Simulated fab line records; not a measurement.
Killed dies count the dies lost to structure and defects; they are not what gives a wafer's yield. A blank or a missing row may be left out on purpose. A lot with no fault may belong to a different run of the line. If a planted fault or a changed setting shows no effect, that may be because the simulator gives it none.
Which tool did it? | flow sky130 | Sampling: 6 lots, 18 wafers, 2 of 708 route steps

## WHAT THE GAUGES READ, wafer by wafer
SKY_SD_N_RS_MEAS_16: a four-point-probe measurement.
lot  | measured     | on            | SD_N_RS (ohm/sq)
L546 | day 27 12:51 | film metro-03 | 68.35 68.27 68.57
L549 | day 30 15:59 | film metro-03 | 68.66 68.43 68.55
L551 | day 31 04:32 | film metro-01 | 68.76 68.48 68.71
L554 | day 31 14:29 | film metro-03 | 68.56 68.58 68.62
L560 | day 33 21:08 | film metro-03 | 65.44 65.50 65.38
L562 | day 34 09:14 | film metro-01 | 65.31 65.52 65.24

## WHAT TOOL EACH LOT RAN ON (gives the tool, then ch and the chambers of the sampled wafers, and finally the start)
lot  | SKY_SD_N_RTA_14
L546 | rtp anneal-01 ch 0, day 27 12:40
L549 | rtp anneal-02 ch 0, day 30 15:49
L551 | rtp anneal-02 ch 0, day 31 04:21
L554 | rtp anneal-01 ch 0, day 31 14:19
L560 | rtp anneal-02 ch 0, day 33 20:58
L562 | rtp anneal-02 ch 0, day 34 09:03
- SKY_SD_N_RTA_14: time 2 s.

## THE ANSWER, worked out from the rows above alone
Rule: what is usual is taken from the lots themselves. The widest of any qualifying gaps counts: lots, ordered by their means at a reading, are off when they make up no more than a third of the lots, leave a main group of 4 or more, and stand apart from it by 3 or more times the standard deviation of that group's means. The tables above print the reading to a certain number of digits; a main group whose means all agree to those digits is not used. Also off: a lot with no number at a reading for which 4 or more lots have one. Any other lot the step has rows for is counted as sound.
Off: L560, L562, at SKY_SD_N_RS_MEAS_16 (SD_N_RS). The main group: mean 68.55 ohm/sq, standard deviation 0.093.
A tool fits if, at a process step before that reading, it ran every lot that is off, and no sound lot after the first of them. Gauges at SKY_SD_N_RS_MEAS_16: tried the same way as those tools. One fits: rtp anneal-02 at SKY_SD_N_RTA_14. A fault onset in the window from L551 (day 31 04:21, its last sound lot) to L560 (day 33 20:58, its first lot off) fits.

## WHAT HAD BEEN PUT IN BY THE SIMULATOR
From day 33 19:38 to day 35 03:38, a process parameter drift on rtp anneal-02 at SKY_SD_N_RTA_14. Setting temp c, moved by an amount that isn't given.
Struck lots among those shown: L560, L562. Same finding as the rule above.
